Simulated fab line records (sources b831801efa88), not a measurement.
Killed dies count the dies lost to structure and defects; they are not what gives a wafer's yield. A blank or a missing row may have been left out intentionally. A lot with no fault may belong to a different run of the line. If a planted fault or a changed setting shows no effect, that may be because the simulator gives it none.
fab line records | flow gf180mcu | part 1 of 2: steps 1 to 30 of 41
[record] lots = 5 wafers = 15 last_day = 34
route steps=602 shown CONTACT@297 M1@315 V1@335
lots untouched by any fault: they come from a run of this same line in which no faults occurred
start_h: start of the lot's first displayed wafer, in hours after the record's first day | wait_h: hours from the lot's prior step to this one | " repeats the value in the row above | L1.1+2: several wafers, shown together as one row | - value missing, or start not given | * or withheld: withheld | < > ~ a bound
route shown NAME@n: names a module that has steps shown in the file, with the first one's number in the route | usual: the fault-free wafers' mean and standard deviation | same: alike in all rows | chamber/n: place in a boat | sites: readings site by site | _std_site: standard deviation of those values | _edge_site: inner sites' mean taken away from outer sites' mean | radius_mm: how far each site lies from the wafer's centre | mask NAME#n: copy n | behind: the most recent tool/chamber to have shaped the wafer | hold: reason for holding the lot/hours on hold/outcome of the hold | device: the transistor (n, p or np) that didn't switch | end of line: the route-end tests of the same wafers | step lacking rows: just its recipe | killed: dies that structure and defects cost at the first sort, which is not the same as the wafer's yield | map: a wafer's dies, marking killed ones x, the rest . and places with no die _
set.NAME: setting as actually run; set.NAME@STEP: the setting as run at that earlier step | model.NAME: the simulator's own value behind a step, which no gauge read
lots seen at some steps along the route; tables by step, rows by wafer
services: a tool's chamber out of use, with start hour (start_h, from the record's first day; less than 0 if before it), hours out, and reason
[[steps]]
[step GF_CONTACT_SOFTBAKE_10]
[recipe] temp_c = 130 time_s = 60 resist = KrF
// columns lot.wafer tool chamber start_h wait_h
L080.1+2+5 litho_track-04 0 - -
L083.2+5+6 litho_track-01 0 - -
L084.1+4+5 litho_track-01 0 - -
L086.1+4+5 litho_track-01 0 - -
L095.1+4+5 litho_track-04 0 - -
[step GF_CONTACT_EXPOSE_11]
[recipe] mask_id = Contact target_cd_nm = 220 na = 0.68 source_shape = conventional sigma_outer = 0.6 dose_mj = 38
// columns lot.wafer tool chamber start_h wait_h mask
L080.1+2+5 krf_scanner-01 0 - - Contact#0
L083.2+5+6 krf_scanner-01 0 - - Contact#0
L084.1+4+5 krf_scanner-01 0 - - Contact#0
L086.1+4+5 krf_scanner-01 0 - - Contact#0
L095.1+4+5 krf_scanner-01 0 - - Contact#0
[step GF_CONTACT_PEB_12]
[recipe] peb_temp_c = 135 peb_time_s = 90 resist = KrF
// columns lot.wafer tool chamber start_h wait_h
L080.1+2+5 litho_track-04 0 - -
L083.2+5+6 litho_track-02 0 - -
L084.1+4+5 litho_track-01 0 - -
L086.1+4+5 litho_track-01 0 - -
L095.1+4+5 litho_track-01 0 - -
[step GF_CONTACT_DEVELOP_13]
[recipe] develop_time_s = 60 resist = KrF dev_temp_c = 21
// columns lot.wafer tool chamber start_h wait_h
L080.1+2+5 litho_track-04 0 418.74 0.2
L083.2+5+6 litho_track-02 0 444.65 0.2
L084.1+4+5 litho_track-01 0 456.91 0.2
L086.1+4+5 litho_track-01 0 475.61 0.2
L095.1+4+5 litho_track-01 0 545.40 0.2
[step GF_CONTACT_CD_MEAS_14]
[recipe] target_cd_nm = 220
[usual] cd_nm = 220.2/1.7
// columns lot.wafer tool chamber start_h wait_h cd_nm
L080.1 cd_sem-01 - 418.89 0.1 222.2
L080.2 " - " " 220.8
L080.5 " - " " 221.6
L083.2 cd_sem-02 - 444.80 0.1 220.6
L083.5 " - " " 219.6
L083.6 " - " " 221.2
L084.1 cd_sem-01 - 457.06 0.1 221.2
L084.4 " - " " 222.0
L084.5 " - " " 221.8
L086.1 cd_sem-02 - 475.76 0.1 219.8
L086.4 " - " " 218.9
L086.5 " - " " 220.3
L095.1 cd_sem-02 - 545.55 0.1 220.9
L095.4 " - " " 219.5
L095.5 " - " " 219.7
[step GF_CONTACT_OVL_MEAS_15]
[usual] CONTACT_OVL = 4/6
// columns lot.wafer tool chamber start_h wait_h CONTACT_OVL[nm]
L080.1 overlay-01 - 419.01 0.1 12
L080.2 " - " " 2
L080.5 " - " " 6
L083.2 overlay-02 - 444.90 0.1 -3
L083.5 " - " " -2
L083.6 " - " " -5
L084.1 overlay-01 - 457.18 0.1 -2
L084.4 " - " " 3
L084.5 " - " " 8
L086.1 overlay-01 - 475.88 0.1 8
L086.4 " - " " 1
L086.5 " - " " 1
L095.1 overlay-02 - 545.67 0.1 14
L095.4 " - " " 8
L095.5 " - " " 10
[step GF_CONTACT_ETCH_16]
[recipe] chemistry = N2/H2 target_depth_a = withheld overetch_a = withheld time_s = withheld target = BARC ion_energy_ev = 200 source_w = 500 bias_w = 100 pressure_mtorr = 30 n2_flow_sccm = 100 h2_flow_sccm = 200
[usual] drypump_motor_current_A = 5.7/0.33 oes_product_au = 0.854/0.0044 throttle_valve_pct = 13.224/0.01
// columns lot.wafer tool chamber start_h wait_h drypump_motor_current_A oes_product_au throttle_valve_pct
L080.1 rie_diel-03 1 419.05 0.0 5.9 0.861 13.240
L080.2 " 3 " " 5.8 0.845 13.227
L080.5 " 3 " " 5.7 0.857 13.226
L083.2 rie_diel-01 2 444.93 0.0 5.7 0.857 13.221
L083.5 " 3 " " 6.0 0.851 13.225
L083.6 " 2 " " 5.7 0.859 13.223
L084.1 rie_diel-01 1 457.21 0.0 5.3 0.848 13.214
L084.4 " 0 " " 5.0 0.850 13.222
L084.5 " 2 " " 5.7 0.860 13.222
L086.1 rie_diel-01 3 475.91 0.0 6.0 0.851 13.224
L086.4 " 0 " " 5.0 0.858 13.214
L086.5 " 2 " " 5.6 0.845 13.234
L095.1 rie_diel-02 3 545.71 0.0 5.8 0.859 13.222
L095.4 " 0 " " 5.9 0.861 13.215
L095.5 " 1 " " 5.8 0.852 13.227
[step GF_CONTACT_ETCH_17]
[recipe] chemistry = C4F8/O2/Ar mask_material = KrF target = SiO2 stop_on = CoSi2 source_w = 1500 bias_w = 1200 pressure_mtorr = 40 c4f8_flow_sccm = withheld O2_flow_sccm = 6 Ar_flow_sccm = 300 time_s = withheld target_depth_a = 8600
[usual] oes_product_au = 0.816/0.0051
// columns lot.wafer tool chamber start_h wait_h oes_product_au
L080.1 rie_diel-03 1 - - 0.819
L080.2 " 3 " " 0.826
L080.5 " 3 " " 0.813
L083.2 rie_diel-01 2 - - 0.827
L083.5 " 3 " " 0.820
L083.6 " 2 " " 0.821
L084.1 rie_diel-01 1 - - 0.815
L084.4 " 0 " " 0.826
L084.5 " 2 " " 0.826
L086.1 rie_diel-01 3 - - 0.811
L086.4 " 0 " " 0.817
L086.5 " 2 " " 0.818
L095.1 rie_diel-02 3 - - 0.812
L095.4 " 0 " " 0.821
L095.5 " 1 " " 0.806
[step GF_CONTACT_STRIP_18]
[recipe] chemistry = O2/N2 power_w = 1400 pressure_mtorr = 1500 platen_temp_c = 250 o2_flow_sccm = 3000 n2_flow_sccm = 300 overash_fraction = 0.5
[usual] drypump_motor_current_A = 5.8/0.47 heater_power_w = 333/31 oes_product_au = 0.581/0.0051
// columns lot.wafer tool chamber start_h wait_h drypump_motor_current_A heater_power_w oes_product_au rf_hours_counter_h
L080.1 plasma_asher-01 1 419.21 - 6.4 379 0.582 76
L080.2 " 0 " " 5.1 285 0.572 76
L080.5 " 0 " " 5.1 283 0.582 -
L083.2 plasma_asher-03 0 445.10 - 5.4 353 0.580 36
L083.5 " 1 " " 5.7 336 0.587 -
L083.6 " 0 " " 5.4 349 0.588 -
L084.1 plasma_asher-02 0 457.38 - 6.1 335 0.585 3
L084.4 " 1 " " 6.0 305 0.577 -
L084.5 " 1 " " 5.9 315 0.585 -
L086.1 plasma_asher-03 1 476.07 - 5.7 340 0.582 39
L086.4 " 0 " " 5.4 352 0.577 -
L086.5 " 1 " " 5.7 332 0.583 -
L095.1 plasma_asher-01 0 545.87 - 5.1 285 0.587 89
L095.4 " 0 " " 5.1 277 0.576 -
L095.5 " 0 " " 5.1 285 0.577 -
[step GF_CONTACT_CLEAN_19]
[recipe] chemistry = SPM
// columns lot.wafer tool chamber start_h wait_h
L080.1+2+5 wet_bench-04 2 419.31 0.1
L083.2+5+6 wet_bench-04 3 445.20 0.1
L084.1+4+5 wet_bench-03 1 457.48 0.1
L086.1+4+5 wet_bench-03 3 476.17 0.1
L095.1+4+5 wet_bench-04 3 545.97 0.1
[step GF_CONTACT_CLEAN_20]
[recipe] chemistry = DIW
// columns lot.wafer tool chamber start_h wait_h
L080.1+2+5 wet_bench-02 3 419.41 0.0
L083.2+5+6 wet_bench-02 0 445.29 0.0
L084.1+4+5 wet_bench-02 0 457.58 0.0
L086.1+4+5 wet_bench-04 0 476.27 0.0
L095.1+4+5 wet_bench-03 3 546.07 0.0
[step GF_CONTACT_CLEAN_21]
[recipe] chemistry = dHF time_s = 20 dilution = 100:1 dry = ipa_marangoni
// columns lot.wafer tool chamber start_h wait_h
L080.1+2+5 wet_bench-04 0 419.50 0.0
L083.2+5+6 wet_bench-04 1 445.38 0.0
L084.1+4+5 wet_bench-04 3 457.67 0.0
L086.1+4+5 wet_bench-02 0 476.37 0.0
L095.1+4+5 wet_bench-02 2 546.16 0.0
[step GF_CONTACT_SPUTTER_22]
[recipe] material = Ti target_thk_nm = 15 chamber_pressure_pa = 5 power_w = 2500 substrate_temp_c = 200 time_s = 80.02
[usual] throttle_valve_pct = 29.8/0.98
// columns lot.wafer tool chamber start_h wait_h throttle_valve_pct
L080.1 pvd_sputter-03 - 419.52 0.0 29.5
L080.2 " - " " 30.0
L080.5 " - " " 30.6
L083.2 pvd_sputter-02 - 445.39 0.0 31.6
L083.5 " - " " 31.6
L083.6 " - " " 28.4
L084.1 pvd_sputter-03 - 457.68 0.0 28.1
L084.4 " - " " 29.8
L084.5 " - " " 28.2
L086.1 pvd_sputter-02 - 476.38 0.0 30.5
L086.4 " - " " 31.4
L086.5 " - " " 30.2
L095.1 pvd_sputter-02 - 546.17 0.0 28.2
L095.4 " - " " 31.6
L095.5 " - " " 30.3
[step GF_CONTACT_SPUTTER_23]
[recipe] material = TiN target_thk_nm = 10 chamber_pressure_pa = 5 power_w = 4000 time_s = 40
[usual] throttle_valve_pct = 29.8/0.97
// columns lot.wafer tool chamber start_h wait_h throttle_valve_pct
L080.1 pvd_sputter-03 - 419.58 0.0 29.6
L080.2 " - " " 29.9
L080.5 " - " " 30.4
L083.2 pvd_sputter-02 - 445.45 0.0 31.9
L083.5 " - " " 31.5
L083.6 " - " " 28.3
L084.1 pvd_sputter-03 - 457.75 0.0 28.2
L084.4 " - " " 29.6
L084.5 " - " " 28.5
L086.1 pvd_sputter-02 - 476.44 0.0 30.5
L086.4 " - " " 31.6
L086.5 " - " " 30.2
L095.1 pvd_sputter-02 - 546.23 0.0 28.4
L095.4 " - " " 31.8
L095.5 " - " " 30.5
[step GF_CONTACT_CVD_24]
[recipe] material = W target_thk_nm = 300 time_s = 90.339 temp_c = 400 pressure_torr = 40
[usual] heater_power_w = 857/35
// columns lot.wafer tool chamber start_h wait_h heater_power_w
L080.1 cvd_w-02 1 419.62 0.0 878
L080.2 " 0 " " 820
L080.5 " 1 " " 866
L083.2 cvd_w-02 0 445.49 0.0 809
L083.5 " 1 " " 869
L083.6 " 0 " " 825
L084.1 cvd_w-02 0 457.78 0.0 818
L084.4 " 1 " " 889
L084.5 " 0 " " 835
L086.1 cvd_w-01 1 476.48 0.0 896
L086.4 " 1 " " 916
L086.5 " 1 " " 897
L095.1 cvd_w-02 1 546.27 0.0 862
L095.4 " 0 " " 823
L095.5 " 0 " " 832
[step GF_CONTACT_RS_MEAS_25]
[recipe] thk_meas_gauge = four-point-probe reads = W_of_CONTACT_CVD_24+TiN_of_CONTACT_SPUTTER_23+Ti_of_CONTACT_SPUTTER_22
[usual] CONTACT_W_RS = 0.383/0.0044
// columns lot.wafer tool chamber start_h wait_h CONTACT_W_RS[ohm/sq]
L080.1 film_metro-04 - 419.72 0.1 0.391
L080.2 " - " " 0.391
L080.5 " - " " 0.387
L083.2 film_metro-03 - 445.61 0.1 0.382
L083.5 " - " " 0.385
L083.6 " - " " 0.388
L084.1 film_metro-03 - 457.88 0.1 0.386
L084.4 " - " " 0.386
L084.5 " - " " 0.388
L086.1 film_metro-02 - 476.58 0.1 0.383
L086.4 " - " " 0.384
L086.5 " - " " 0.377
L095.1 film_metro-02 - 546.37 0.1 0.380
L095.4 " - " " 0.381
L095.5 " - " " 0.382
[step GF_CONTACT_THK_MEAS_26]
[recipe] thk_meas_gauge = xrf reads = W_of_CONTACT_CVD_24
[usual] CONTACT_W_THK = 298/3.9
// columns lot.wafer tool chamber start_h wait_h CONTACT_W_THK[nm]
L080.1 film_metro-04 - 419.84 0.1 293
L080.2 " - " " 294
L080.5 " - " " 294
L083.2 film_metro-03 - 445.72 0.1 299
L083.5 " - " " 296
L083.6 " - " " 294
L084.1 film_metro-03 - 458.00 0.1 294
L084.4 " - " " 294
L084.5 " - " " 292
L086.1 film_metro-02 - 476.70 0.1 297
L086.4 " - " " 296
L086.5 " - " " 302
L095.1 film_metro-02 - 546.49 0.1 300
L095.4 " - " " 298
L095.5 " - " " 298
[step GF_CONTACT_CMP_27]
[recipe] stop_on = SiO2 down_force_psi = 3.5 platen_rpm = 60 t_overpolish_s = 15 target_thk_nm = 0 pad_velocity_m_s = 0.94248
[usual] edge_zone_pressure_frac = 1.000/0.005 motor_current_A = 10.9/0.55 overpolish_run_s = 15.000/0.0082 platen_rpm = 60.00/0.038 time_to_endpoint_s = 75/3.5
// columns lot.wafer tool chamber start_h wait_h edge_zone_pressure_frac motor_current_A overpolish_run_s platen_rpm time_to_endpoint_s
L080.2 cmp-02 3 420.00 0.1 0.998 10.7 15.002 60.04 69
L080.1 " 0 " " 1.006 11.6 14.999 59.95 77
L080.5 " 2 " " 0.999 11.7 15.004 60.06 80
L083.2 cmp-02 1 445.82 0.1 1.003 11.0 14.986 59.99 72
L083.5 " 0 " " 1.008 11.1 15.009 59.95 72
L083.6 " 1 " " 0.989 10.5 15.004 59.96 73
L084.1 cmp-01 1 458.06 0.1 0.995 10.5 15.011 59.99 74
L084.4 " 2 " " 1.003 10.3 14.991 59.96 77
L084.5 " 1 " " 0.994 11.1 14.991 60.03 74
L086.1 cmp-01 0 476.76 0.1 0.999 10.6 15.002 59.92 73
L086.4 " 2 " " 1.003 10.0 14.999 59.96 70
L086.5 " 1 " " 0.990 11.1 14.999 60.02 70
L095.4 cmp-01 3 546.65 0.1 1.002 10.1 14.987 59.93 70
L095.1 " 0 " " 0.998 10.8 15.000 59.93 77
L095.5 " 2 " " 0.998 9.7 15.012 59.95 74
[step GF_M1_SPUTTER_00]
[recipe] material = Ti target_thk_nm = 37.5 arriving_ion_energy_ev = 80 substrate_temp_c = 200 chamber_pressure_pa = 2 power_w = 4000 time_s = 150
[usual] throttle_valve_pct = 30.4/1.1
// columns lot.wafer tool chamber start_h wait_h throttle_valve_pct
L080.1 pvd_sputter-02 - 420.20 0.1 30.1
L080.2 " - " " 28.7
L080.5 " - " " 31.5
L083.2 pvd_sputter-01 - 446.07 0.2 30.1
L083.5 " - " " 30.2
L083.6 " - " " 31.9
L084.1 pvd_sputter-02 - 458.36 0.2 31.7
L084.4 " - " " 31.6
L084.5 " - " " 31.6
L086.1 pvd_sputter-01 - 477.06 0.2 32.2
L086.4 " - " " 30.1
L086.5 " - " " 30.1
L095.1 pvd_sputter-02 - 546.85 0.1 31.3
L095.4 " - " " 31.5
L095.5 " - " " 30.3
[step GF_M1_SPUTTER_01]
[recipe] material = TiN target_thk_nm = 30 power_w = 6500 time_s = 25 chamber_pressure_pa = 0.4
[usual] throttle_valve_pct = 30.4/1.1
// columns lot.wafer tool chamber start_h wait_h throttle_valve_pct
L080.1 pvd_sputter-02 - 420.30 0.1 30.4
L080.2 " - " " 28.5
L080.5 " - " " 31.6
L083.2 pvd_sputter-01 - 446.17 0.1 30.1
L083.5 " - " " 30.3
L083.6 " - " " 32.1
L084.1 pvd_sputter-02 - 458.46 0.1 31.6
L084.4 " - " " 31.5
L084.5 " - " " 31.6
L086.1 pvd_sputter-01 - 477.16 0.1 32.2
L086.4 " - " " 30.0
L086.5 " - " " 30.3
L095.1 pvd_sputter-02 - 546.95 0.1 31.7
L095.4 " - " " 31.4
L095.5 " - " " 30.4
[step GF_M1_SPUTTER_02]
[recipe] material = AlCu target_thk_nm = 450 power_w = 10600 time_s = 23.9 chamber_pressure_pa = 0.4
[usual] throttle_valve_pct = 30.4/1.1
// columns lot.wafer tool chamber start_h wait_h throttle_valve_pct
L080.1 pvd_sputter-02 - 420.33 0.0 30.3
L080.2 " - " " 28.3
L080.5 " - " " 31.5
L083.2 pvd_sputter-01 - 446.20 0.0 30.4
L083.5 " - " " 30.6
L083.6 " - " " 32.2
L084.1 pvd_sputter-02 - 458.49 0.0 31.5
L084.4 " - " " 31.6
L084.5 " - " " 31.8
L086.1 pvd_sputter-01 - 477.19 0.0 32.2
L086.4 " - " " 30.4
L086.5 " - " " 30.2
L095.1 pvd_sputter-02 - 546.98 0.0 31.8
L095.4 " - " " 31.8
L095.5 " - " " 30.2
[step GF_M1_SPUTTER_03]
[recipe] material = Ti target_thk_nm = 10 substrate_temp_c = 300 chamber_pressure_pa = 0.3 power_w = 3000 time_s = 6.7
[usual] throttle_valve_pct = 30.4/1.1
// columns lot.wafer tool chamber start_h wait_h throttle_valve_pct
L080.1 pvd_sputter-02 - 420.36 0.0 29.9
L080.2 " - " " 28.5
L080.5 " - " " 31.5
L083.2 pvd_sputter-01 - 446.23 0.0 30.0
L083.5 " - " " 30.2
L083.6 " - " " 32.3
L084.1 pvd_sputter-02 - 458.52 0.0 31.6
L084.4 " - " " 31.7
L084.5 " - " " 31.7
L086.1 pvd_sputter-01 - 477.22 0.0 32.1
L086.4 " - " " 30.0
L086.5 " - " " 30.2
L095.1 pvd_sputter-02 - 547.01 0.0 32.0
L095.4 " - " " 31.5
L095.5 " - " " 30.5
[step GF_M1_SPUTTER_04]
[recipe] material = TiN target_thk_nm = 50 power_w = 6500 time_s = 41.7 chamber_pressure_pa = 0.4
[usual] throttle_valve_pct = 30.4/1.1
// columns lot.wafer tool chamber start_h wait_h throttle_valve_pct
L080.1 pvd_sputter-02 - 420.38 0.0 30.4
L080.2 " - " " 28.5
L080.5 " - " " 31.5
L083.2 pvd_sputter-01 - 446.25 0.0 30.0
L083.5 " - " " 30.4
L083.6 " - " " 31.9
L084.1 pvd_sputter-02 - 458.55 0.0 31.6
L084.4 " - " " 31.6
L084.5 " - " " 31.5
L086.1 pvd_sputter-01 - 477.24 0.0 31.8
L086.4 " - " " 30.2
L086.5 " - " " 30.3
L095.1 pvd_sputter-02 - 547.03 0.0 31.5
L095.4 " - " " 31.8
L095.5 " - " " 30.1
[step GF_M1_RS_MEAS_05]
[recipe] thk_meas_gauge = four-point-probe reads = TiN_of_M1_SPUTTER_04+Ti_of_M1_SPUTTER_03+AlCu_of_M1_SPUTTER_02+TiN_of_M1_SPUTTER_01+Ti_of_M1_SPUTTER_00
[usual] M1_ALCU_RS = 0.0692/0.00077
// columns lot.wafer tool chamber start_h wait_h M1_ALCU_RS[ohm/sq]
L080.1 film_metro-02 - 420.42 0.0 0.0701
L080.2 " - " " 0.0696
L080.5 " - " " 0.0705
L083.2 film_metro-02 - 446.31 0.0 0.0690
L083.5 " - " " 0.0693
L083.6 " - " " 0.0687
L084.1 film_metro-03 - 458.59 0.0 0.0699
L084.4 " - " " 0.0704
L084.5 " - " " 0.0706
L086.1 film_metro-03 - 477.28 0.0 0.0682
L086.4 " - " " 0.0691
L086.5 " - " " 0.0681
L095.1 film_metro-03 - 547.07 0.0 0.0697
L095.4 " - " " 0.0691
L095.5 " - " " 0.0692
[step GF_M1_THK_MEAS_06]
[recipe] thk_meas_gauge = xrf reads = AlCu_of_M1_SPUTTER_02
[usual] M1_ALCU_THK = 457/5.6
// columns lot.wafer tool chamber start_h wait_h M1_ALCU_THK[nm]
L080.1 film_metro-02 - 420.54 0.1 451
L080.2 " - " " 451
L080.5 " - " " 447
L083.2 film_metro-02 - 446.42 0.1 460
L083.5 " - " " 457
L083.6 " - " " 464
L084.1 film_metro-03 - 458.71 0.1 449
L084.4 " - " " 446
L084.5 " - " " 444
L086.1 film_metro-03 - 477.40 0.1 462
L086.4 " - " " 454
L086.5 " - " " 463
L095.1 film_metro-03 - 547.19 0.1 454
L095.4 " - " " 458
L095.5 " - " " 455
[step GF_M1_DEHYDRATE_07]
[recipe] temp_c = 200 time_s = 60
// columns lot.wafer tool chamber start_h wait_h
L080.1+2+5 litho_track-03 0 431.82 11.3
L083.2+5+6 litho_track-03 0 457.94 11.5
L084.1+4+5 litho_track-04 0 470.84 12.1
L086.1+4+5 litho_track-04 0 488.39 11.0
L095.1+4+5 litho_track-04 0 557.54 10.3
[step GF_M1_HMDS_08]
[recipe] prime_time_s = 60 prime_temp_c = 120
// columns lot.wafer tool chamber start_h wait_h
L080.1+2+5 litho_track-03 0 431.97 0.1
L083.2+5+6 litho_track-03 0 458.09 0.1
L084.1+4+5 litho_track-04 0 470.99 0.1
L086.1+4+5 litho_track-04 0 488.54 0.1
L095.1+4+5 litho_track-04 0 557.69 0.1
[step GF_M1_COAT_09]
[recipe] resist = KrF spin_rpm = withheld resist_thk_nm = 1000
// columns lot.wafer tool chamber start_h wait_h
L080.1+2+5 litho_track-03 0 432.12 0.1
L083.2+5+6 litho_track-03 0 458.24 0.1
L084.1+4+5 litho_track-04 0 471.14 0.1
L086.1+4+5 litho_track-04 0 488.69 0.1
L095.1+4+5 litho_track-04 0 557.84 0.1
[step GF_M1_SOFTBAKE_10]
[recipe] temp_c = 130 time_s = 60 resist = KrF
// columns lot.wafer tool chamber start_h wait_h
L080.1+2+5 litho_track-03 0 432.27 0.1
L083.2+5+6 litho_track-03 0 458.39 0.1
L084.1+4+5 litho_track-04 0 471.29 0.1
L086.1+4+5 litho_track-04 0 488.84 0.1
L095.1+4+5 litho_track-04 0 557.99 0.1
[step GF_M1_EXPOSE_11]
[recipe] mask_id = Metal1 target_cd_nm = 230 na = 0.68 source_shape = conventional sigma_outer = 0.6 dose_mj = 28
// columns lot.wafer tool chamber start_h wait_h mask
L080.1+2+5 krf_scanner-02 0 - - Metal1#0
L083.2+5+6 krf_scanner-02 0 - - Metal1#0
L084.1+4+5 krf_scanner-02 0 - - Metal1#0
L086.1+4+5 krf_scanner-01 0 - - Metal1#0
L095.1+4+5 krf_scanner-02 0 - - Metal1#0
